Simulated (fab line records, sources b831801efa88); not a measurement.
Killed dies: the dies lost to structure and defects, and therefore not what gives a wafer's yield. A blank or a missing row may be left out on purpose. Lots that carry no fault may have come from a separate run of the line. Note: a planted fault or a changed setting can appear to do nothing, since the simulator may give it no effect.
fab line records ; flow sky130
[record] lots = 12; wafers = 36; last-day = 50
route steps=708 shown LDD_HVP@285 LDD_LDN@297
lots that met no fault: from a run of the same line without faults
start-h: hours from the record's first day to the start of the lot's first wafer shown ; wait-h: hours since the lot's step before ; " unchanged from the row above ; L1.1+2: one row covering several wafers at once ; - either no value or no given start ; * or withheld: withheld ; < > ~ a bound
route shown NAME@n: a module of which the file shows steps, and the number in the route of the first ; usual: average and standard deviation across the fault-free wafers ; same: alike in all rows ; chamber/n: place in a boat ; sites: each site's reading ; _std_site: their standard deviation ; _edge_site: mean of outer sites minus mean of inner sites ; radius-mm: how far each site lies from the wafer's centre ; mask NAME#n: copy n ; behind: the tool/chamber that last shaped the wafer ; hold: why the lot went on hold/how many hours it stayed there/how the hold came to an end ; device: the transistor (n, p or np) that didn't switch ; end of line: the tests these same wafers got at the end of their route ; for a step that has no rows: nothing shown but its recipe ; killed: not the wafer's yield, but the dies lost to structure and defects at the first sort ; map: the dies of a wafer, with x for killed, . for not killed, _ for no die there
set.NAME: the setting that was run; set.NAME@STEP: the one run at that earlier step ; model.NAME: the simulator's own value behind a step, which no gauge read
a sample of lots followed through the steps of the route, with each step as a table and each wafer as a row
services: a tool's chamber out of use, with start hour (start-h, from the record's first day; less than 0 if before it), hours out, and reason
[[steps]]
[step SKY_LDD_HVP_OVL_MEAS_07]
[usual] LDD_HVP_OVL = -0.9/1.1
lot.wafer;tool;chamber;start-h;wait-h;LDD_HVP_OVL[nm]
L659.2;overlay-01;-;489.16;0.1;0.7
L659.4;overlay-01;-;489.16;0.1;0.4
L659.5;overlay-01;-;489.16;0.1;1.1
L661.3;overlay-02;-;515.96;0.1;-1.4
L661.4;overlay-02;-;515.96;0.1;-2.9
L661.5;overlay-02;-;515.96;0.1;-2.0
L665.1;overlay-01;-;562.05;0.1;-2.3
L665.5;overlay-01;-;562.05;0.1;-2.8
L665.6;overlay-01;-;562.05;0.1;-4.4
L667.1;overlay-01;-;573.56;0.1;-0.7
L667.3;overlay-01;-;573.56;0.1;-2.3
L667.5;overlay-01;-;573.56;0.1;-1.4
L668.4;overlay-02;-;582.13;0.1;-0.8
L668.5;overlay-02;-;582.13;0.1;-0.8
L668.6;overlay-02;-;582.13;0.1;-1.7
L671.1;overlay-02;-;604.96;0.1;0.8
L671.4;overlay-02;-;604.96;0.1;-0.5
L671.6;overlay-02;-;604.96;0.1;-0.9
L675.1;overlay-02;-;633.60;0.1;-0.9
L675.4;overlay-02;-;633.60;0.1;-2.1
L675.5;overlay-02;-;633.60;0.1;-1.2
L676.2;overlay-02;-;641.61;0.1;-1.0
L676.3;overlay-02;-;641.61;0.1;-1.3
L676.6;overlay-02;-;641.61;0.1;-1.7
L677.1;overlay-01;-;651.51;0.1;-1.4
L677.2;overlay-01;-;651.51;0.1;-0.3
L677.3;overlay-01;-;651.51;0.1;-0.4
L678.1;overlay-02;-;660.36;0.1;-1.2
L678.3;overlay-02;-;660.36;0.1;0.1
L678.5;overlay-02;-;660.36;0.1;-1.9
L680.2;overlay-01;-;676.06;0.1;-1.1
L680.3;overlay-01;-;676.06;0.1;0.2
L680.6;overlay-01;-;676.06;0.1;0.5
L681.1;overlay-01;-;680.00;0.1;-2.4
L681.2;overlay-01;-;680.00;0.1;-2.4
L681.3;overlay-01;-;680.00;0.1;-1.6
[step SKY_LDD_HVP_STRIP_09]
[recipe] chemistry = O2/N2; power-w = 1400; pressure-mtorr = 1500; platen-temp-c = withheld; o2-flow-sccm = 3000; n2-flow-sccm = 300; overash-fraction = 0.5
[usual] drypump-motor-current-A = 5.8/0.37; oes-product-au = 0.408/0.0043; strip-time-to-endpoint-s = 4.134/0.013
lot.wafer;tool;chamber;start-h;wait-h;drypump-motor-current-A;oes-product-au;rf-hours-counter-h;strip-time-to-endpoint-s
L659.2;plasma-asher-01;0;489.34;0.1;6.4;0.409;66;4.140
L659.4;plasma-asher-01;1;489.34;0.1;5.6;0.404;-;4.143
L659.5;plasma-asher-01;1;489.34;0.1;5.5;0.417;-;4.131
L661.3;plasma-asher-03;1;516.17;0.1;6.0;0.405;-;4.121
L661.4;plasma-asher-03;0;516.17;0.1;5.1;0.406;-;4.139
L661.5;plasma-asher-03;1;516.17;0.1;6.0;0.411;-;4.148
L665.1;plasma-asher-01;0;562.24;0.1;6.3;0.411;73;4.136
L665.5;plasma-asher-01;0;562.24;0.1;6.3;0.414;-;4.134
L665.6;plasma-asher-01;1;562.24;0.1;5.6;0.411;-;4.131
L667.1;plasma-asher-04;1;573.74;0.1;5.9;0.405;14;4.152
L667.3;plasma-asher-04;0;573.74;0.1;5.6;0.416;-;4.140
L667.5;plasma-asher-04;1;573.74;0.1;6.0;0.411;-;4.137
L668.4;plasma-asher-01;0;582.33;0.1;6.3;0.403;-;4.120
L668.5;plasma-asher-01;1;582.33;0.1;5.6;0.412;-;4.119
L668.6;plasma-asher-01;0;582.33;0.1;6.3;0.413;-;4.122
L671.1;plasma-asher-03;1;605.14;0.1;6.0;0.402;93;4.132
L671.4;plasma-asher-03;0;605.14;0.1;5.2;0.401;-;4.153
L671.6;plasma-asher-03;0;605.14;0.1;5.1;0.405;-;4.118
L675.1;plasma-asher-04;0;633.79;0.1;5.7;0.407;20;4.147
L675.4;plasma-asher-04;0;633.79;0.1;5.6;0.410;-;4.144
L675.5;plasma-asher-04;1;633.79;0.1;6.0;0.410;-;4.123
L676.2;plasma-asher-01;0;641.79;0.1;6.4;0.404;81;4.127
L676.3;plasma-asher-01;1;641.79;0.1;5.6;0.403;-;4.136
L676.6;plasma-asher-01;0;641.79;0.1;6.4;0.401;-;4.119
L677.1;plasma-asher-01;0;651.69;0.1;6.3;0.413;82;4.114
L677.2;plasma-asher-01;1;651.69;0.1;5.6;0.402;82;4.114
L677.3;plasma-asher-01;0;651.69;0.1;6.4;0.409;-;4.129
L678.1;plasma-asher-01;0;660.54;0.1;6.4;0.416;82;4.136
L678.3;plasma-asher-01;1;660.54;0.1;5.6;0.410;-;4.141
L678.5;plasma-asher-01;1;660.54;0.1;5.5;0.404;-;4.129
L680.2;plasma-asher-04;0;676.24;0.1;5.6;0.402;25;4.160
L680.3;plasma-asher-04;1;676.24;0.1;5.9;0.402;-;4.153
L680.6;plasma-asher-04;0;676.24;0.1;5.6;0.407;-;4.159
L681.1;plasma-asher-04;0;680.19;0.1;5.6;0.407;25;4.150
L681.2;plasma-asher-04;1;680.19;0.1;5.9;0.408;25;4.147
L681.3;plasma-asher-04;0;680.19;0.1;5.6;0.416;-;4.155
[step SKY_LDD_LDN_IMPLANT_08]
[recipe] species = As; energy-kev = 15; dose-cm2 = 1.25e+13; tilt-deg = withheld; rotation-deg = 23
lot.wafer;tool;chamber;start-h;wait-h
L659.2+4+5;implanter-03;0;521.07;0.0
L661.3+4+5;implanter-01;0;547.42;0.1
L665.1+5+6;implanter-02;0;591.79;0.0
L667.1+3+5;implanter-03;0;603.44;0.0
L668.4+5+6;implanter-03;0;611.49;0.1
L668.4+5+6;implanter-03;0;611.81;0.3
L671.1+4+6;implanter-03;0;635.49;0.0
L671.1+4+6;implanter-03;0;635.81;0.3
L675.1+4+5;implanter-01;0;662.09;0.0
L675.1+4+5;implanter-01;0;662.41;0.3
L676.2+3+6;implanter-02;0;670.62;0.0
L677.1+2+3;implanter-02;0;680.97;0.0
L678.1+3+5;implanter-01;0;688.82;0.0
L680.2+3+6;implanter-03;0;704.87;0.0
L681.1+2+3;implanter-03;0;708.39;0.0
[step SKY_LDD_LDN_STRIP_12]
[recipe] chemistry = O2/N2; power-w = 1400; pressure-mtorr = 1500; platen-temp-c = withheld; o2-flow-sccm = 3000; n2-flow-sccm = 300; overash-fraction = 0.5
[usual] drypump-motor-current-A = 5.6/0.31; oes-product-au = 0.716/0.0048; strip-time-to-endpoint-s = 14.16/0.044
lot.wafer;tool;chamber;start-h;wait-h;drypump-motor-current-A;oes-product-au;rf-hours-counter-h;strip-time-to-endpoint-s
L659.2;plasma-asher-03;0;521.64;0.1;5.1;0.706;85;14.19
L659.4;plasma-asher-03;1;521.64;0.1;6.0;0.724;-;14.19
L659.5;plasma-asher-03;0;521.64;0.1;5.1;0.715;-;14.23
L661.3;plasma-asher-04;1;548.00;0.1;5.9;0.712;-;14.18
L661.4;plasma-asher-04;0;548.00;0.1;5.6;0.710;-;14.18
L661.5;plasma-asher-04;0;548.00;0.1;5.6;0.725;-;14.17
L665.1;plasma-asher-02;0;592.39;0.1;5.5;0.719;45;14.09
L665.5;plasma-asher-02;0;592.39;0.1;5.5;0.721;-;14.17
L665.6;plasma-asher-02;1;592.39;0.1;5.5;0.718;-;14.15
L667.1;plasma-asher-04;0;604.04;0.1;5.6;0.718;17;14.16
L667.3;plasma-asher-04;0;604.04;0.1;5.6;0.717;-;14.15
L667.5;plasma-asher-04;0;604.04;0.1;5.6;0.726;-;14.20
L668.4;plasma-asher-02;1;612.37;0.1;5.5;0.721;-;14.19
L668.5;plasma-asher-02;0;612.37;0.1;5.6;0.720;-;14.17
L668.6;plasma-asher-02;1;612.37;0.1;5.4;0.720;-;14.21
L671.1;plasma-asher-02;0;636.41;0.1;5.6;0.716;49;14.16
L671.4;plasma-asher-02;0;636.41;0.1;5.6;0.714;-;14.17
L671.6;plasma-asher-02;1;636.41;0.1;5.5;0.716;-;14.18
L675.1;plasma-asher-02;1;663.01;0.1;5.5;0.713;52;14.11
L675.4;plasma-asher-02;1;663.01;0.1;5.4;0.720;-;14.09
L675.5;plasma-asher-02;1;663.01;0.1;5.5;0.726;-;14.09
L676.2;plasma-asher-02;1;671.19;0.1;5.4;0.719;53;14.24
L676.3;plasma-asher-02;0;671.19;0.1;5.6;0.705;-;14.20
L676.6;plasma-asher-02;0;671.19;0.1;5.5;0.724;-;14.22
L677.1;plasma-asher-03;0;681.57;0.1;5.1;0.717;101;14.24
L677.2;plasma-asher-03;1;681.57;0.1;6.0;0.715;101;14.24
L677.3;plasma-asher-03;1;681.57;0.1;6.0;0.716;-;14.17
L678.1;plasma-asher-04;1;689.42;0.1;5.9;0.714;26;14.07
L678.3;plasma-asher-04;0;689.42;0.1;5.6;0.722;-;14.08
L678.5;plasma-asher-04;0;689.42;0.1;5.6;0.712;-;14.06
L680.2;plasma-asher-02;0;705.44;0.1;5.6;0.724;56;14.19
L680.3;plasma-asher-02;0;705.44;0.1;5.6;0.717;-;14.16
L680.6;plasma-asher-02;1;705.44;0.1;5.5;0.713;-;14.20
L681.1;plasma-asher-02;0;708.99;0.1;5.5;0.723;57;14.12
L681.2;plasma-asher-02;1;708.99;0.1;5.5;0.708;57;14.13
L681.3;plasma-asher-02;0;708.99;0.1;5.6;0.711;-;14.10
[step SKY_LDD_LDN_TW_MEAS_13]
[usual] LDD_LDN_TW = 1470/8.9
lot.wafer;tool;chamber;start-h;wait-h;LDD_LDN_TW
L659.2;film-metro-04;-;521.75;0.1;1472
L659.4;film-metro-04;-;521.75;0.1;1470
L659.5;film-metro-04;-;521.75;0.1;1464
L661.3;film-metro-04;-;548.09;0.1;1472
L661.4;film-metro-04;-;548.09;0.1;1465
L661.5;film-metro-04;-;548.09;0.1;1471
L665.1;film-metro-02;-;592.49;0.1;1477
L665.5;film-metro-02;-;592.49;0.1;1473
L665.6;film-metro-02;-;592.49;0.1;1480
L667.1;film-metro-04;-;604.14;0.1;1459
L667.3;film-metro-04;-;604.14;0.1;1462
L667.5;film-metro-04;-;604.14;0.1;1453
L668.4;film-metro-02;-;612.46;0.1;1569
L668.5;film-metro-02;-;612.46;0.1;1583
L668.6;film-metro-02;-;612.46;0.1;1581
L671.1;film-metro-04;-;636.51;0.1;1565
L671.4;film-metro-04;-;636.51;0.1;1559
L671.6;film-metro-04;-;636.51;0.1;1557
L675.1;film-metro-04;-;663.11;0.1;1548
L675.4;film-metro-04;-;663.11;0.1;1572
L675.5;film-metro-04;-;663.11;0.1;1560
L676.2;film-metro-02;-;671.30;0.1;1481
L676.3;film-metro-02;-;671.30;0.1;1483
L676.6;film-metro-02;-;671.30;0.1;1484
L677.1;film-metro-01;-;681.67;0.1;1472
L677.2;film-metro-01;-;681.67;0.1;1474
L677.3;film-metro-01;-;681.67;0.1;1480
L678.1;film-metro-01;-;689.52;0.1;1479
L678.3;film-metro-01;-;689.52;0.1;1469
L678.5;film-metro-01;-;689.52;0.1;1471
L680.2;film-metro-02;-;705.55;0.1;1475
L680.3;film-metro-02;-;705.55;0.1;1486
L680.6;film-metro-02;-;705.55;0.1;1478
L681.1;film-metro-01;-;709.09;0.1;1479
L681.2;film-metro-01;-;709.09;0.1;1474
L681.3;film-metro-01;-;709.09;0.1;1479
[[services]]
tool;chamber;start-h;hours;kind
implanter-01;-;487.35;2.6;repair
implanter-02;-;502.29;3.9;pm
implanter-01;-;522.79;3.4;pm
implanter-03;-;533.91;4.6;repair
implanter-03;-;536.70;4.6;repair
implanter-01;-;551.24;1.9;repair
implanter-02;-;559.42;6.3;pm
implanter-03;-;569.14;1.8;repair
implanter-03;-;597.62;4.5;pm
implanter-03;-;607.04;3.0;repair
implanter-03;-;609.48;1.4;repair
implanter-03;-;612.19;5.4;pm
implanter-02;-;614.73;2.4;repair
plasma-asher-02;-;624.06;1.2;repair
plasma-asher-03;-;654.32;1.9;repair
implanter-02;-;656.64;3.3;pm
plasma-asher-04;-;699.34;7.2;repair
plasma-asher-01;-;706.27;3.6;repair
[[key]]
[first-sign] step = SKY_LDD_LDN_IMPLANT_08; reading = visit; direction = added
[effect] step = SKY_LDD_LDN_TW_MEAS_13; reading = LDD_LDN_TW; direction = up; sigmas = 11; usual = 1470; struck = 1566
met-at SKY_LDD_LDN_IMPLANT_08
struck-lots L668,L671,L675
tester-left-out L668,L671,L675
not-acting-at SKY_LDD_HVP_OVL_MEAS_07,SKY_LDD_HVP_STRIP_09,SKY_LDD_LDN_STRIP_12
[fault] kind = repeated-step-whole; tool = implanter-01,implanter-02,implanter-03; chamber = -; onset-h = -; steps = SKY_LDD_LDN_IMPLANT_08; times = 1; scope = struck-lots-only
// tester-left-out: of these lots the tester's yield and bins aren't shown, on N5 and GAA mostly nor the transistor test; their killed dies are dies lost to structure and defects alone, not to doping, threshold or leakage, so they don't give the yield
